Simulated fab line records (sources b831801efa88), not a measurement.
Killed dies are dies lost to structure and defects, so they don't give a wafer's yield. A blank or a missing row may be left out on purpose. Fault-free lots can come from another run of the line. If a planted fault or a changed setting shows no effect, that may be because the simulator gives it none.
Which tool was responsible? + flow gf180mcu + Sampling: 14 lots, 42 wafers, 3 of 602 route steps

WHAT THE GAUGES SHOWED, per wafer
GF_CONTACT_THK_MEAS_01. Usual: CONTACT_CVD_00_THK 311 nm, standard deviation 4.
| lot  | measured     | on            | CONTACT_CVD_00_THK (nm) | flag |
|------|--------------|---------------|-------------------------|------|
| L520 | day 15 18:46 | film metro-01 | 312 310 311             |      |
| L521 | day 16 06:08 | film metro-03 | 308 308 309             |      |
| L524 | day 16 22:35 | film metro-01 | 316 317 313             |      |
| L525 | day 17 11:28 | film metro-03 | 312 315 312             |      |
| L526 | day 18 01:06 | film metro-03 | 306 304 308             |      |
| L527 | day 18 02:38 | film metro-02 | 309 312 315             |      |
| L528 | day 18 12:08 | film metro-02 | 321 315 313             |      |
| L530 | day 19 05:54 | film metro-03 | 306 307 309             |      |
| L531 | day 19 16:05 | film metro-03 | 311 312 311             |      |
| L533 | day 20 02:42 | film metro-02 | 304 307 311             |      |
| L532 | day 20 02:58 | film metro-01 | 315 314 320             |      |
| L535 | day 21 00:02 | film metro-03 | 307 308 308             |      |
| L541 | day 22 19:58 | film metro-03 | 319 312 315             |      |
| L542 | day 23 06:10 | film metro-01 | 311 307 312             |      |

GF_CONTACT_RS_MEAS_25: the measuring method here is four-point-probe. Usual: CONTACT_W_RS 0.405 ohm/sq, standard deviation 0.0091.
| lot  | measured     | on            | CONTACT_W_RS (ohm/sq) | flag |
|------|--------------|---------------|-----------------------|------|
| L520 | day 16 18:23 | film metro-02 | 0.413 0.410 0.414     |      |
| L521 | day 17 05:10 | film metro-01 | 0.410 0.410 0.407     |      |
| L524 | day 17 23:12 | film metro-03 | 0.392 0.406 0.408     |      |
| L525 | day 18 12:19 | film metro-01 | 0.413 0.409 0.405     |      |
| L526 | day 19 02:49 | film metro-03 | 0.402 0.406 0.389     |      |
| L527 | day 19 03:49 | film metro-01 | 0.407 0.392 0.404     |      |
| L528 | day 19 13:48 | film metro-03 | 0.418 0.416 0.409     |      |
| L530 | day 20 07:25 | film metro-01 | 0.415 0.404 0.407     |      |
| L531 | day 20 17:36 | film metro-03 | 0.414 0.411 0.409     |      |
| L533 | day 21 03:46 | film metro-03 | 0.413 0.411 0.415     |      |
| L532 | day 21 04:20 | film metro-01 | 0.411 0.397 0.415     |      |
| L535 | day 22 01:32 | film metro-03 | 0.405 0.409 0.407     |      |
| L541 | day 23 19:57 | film metro-01 | 0.404 0.409 0.414     |      |
| L542 | day 24 05:36 | film metro-03 | 0.403 0.402 0.402     |      |

WHICH TOOL RAN EACH LOT (tool, then ch and the chambers of the sampled wafers, then the start)
| lot  | GF_CONTACT_CVD_24             |
|------|-------------------------------|
| L520 | cvd w-02 ch 0,1, day 16 18:16 |
| L521 | cvd w-02 ch 0,1, day 17 05:02 |
| L524 | cvd w-01 ch 0,1, day 17 23:06 |
| L525 | cvd w-02 ch 0,1, day 18 12:12 |
| L526 | cvd w-01 ch 0,1, day 19 02:43 |
| L527 | cvd w-01 ch 0,1, day 19 03:41 |
| L528 | cvd w-02 ch 0,1, day 19 13:41 |
| L530 | cvd w-02 ch 0, day 20 07:17   |
| L531 | cvd w-02 ch 0, day 20 17:30   |
| L533 | cvd w-02 ch 0,1, day 21 03:38 |
| L532 | cvd w-01 ch 0,1, day 21 04:14 |
| L535 | cvd w-01 ch 1, day 22 01:26   |
| L541 | cvd w-01 ch 1, day 23 19:45   |
| L542 | cvd w-01 ch 1, day 24 05:25   |
- GF_CONTACT_CVD_24: deposits W, target thk 300 nm, time 90.339 s.

AS READ BY THE TOOLS THEMSELVES (means over the sampled wafers that have a number; for cases with no such wafer, the mark the record gives instead)
GF_CONTACT_CVD_24. Usual: 828 W for heater power w, sd 23.
| lot  | tool     | heater power w (W) | flag |
|------|----------|--------------------|------|
| L520 | cvd w-02 | 846                |      |
| L521 | cvd w-02 | 835                |      |
| L524 | cvd w-01 | 800                |      |
| L525 | cvd w-02 | 837                |      |
| L526 | cvd w-01 | 811                |      |
| L527 | cvd w-01 | 815                |      |
| L528 | cvd w-02 | 828                |      |
| L530 | cvd w-02 | 848                |      |
| L531 | cvd w-02 | 856                |      |
| L533 | cvd w-02 | 839                |      |
| L532 | cvd w-01 | 812                |      |
| L535 | cvd w-01 | 812                |      |
| L541 | cvd w-01 | 800                |      |
| L542 | cvd w-01 | 803                |      |

THE ANSWER, worked out from the rows above alone
Rule: a lot counts as off when the mean over its wafers that have a number is more than 3 standard deviations away from the usual mean. A lot without any number at a reading at which 4 lots or more have one is off too. All remaining lots with rows at the step are treated as sound. Order of review: gauges by route order, followed by the tools' own readings, for which a lot's mean as printed above is used. At the first step where some lot is off, the reading lying furthest off is the one used; lots without a number count as furthest.
No lot is off on any of the readings shown, so nothing can be concluded from this.

WHAT THE SIMULATOR PUT IN
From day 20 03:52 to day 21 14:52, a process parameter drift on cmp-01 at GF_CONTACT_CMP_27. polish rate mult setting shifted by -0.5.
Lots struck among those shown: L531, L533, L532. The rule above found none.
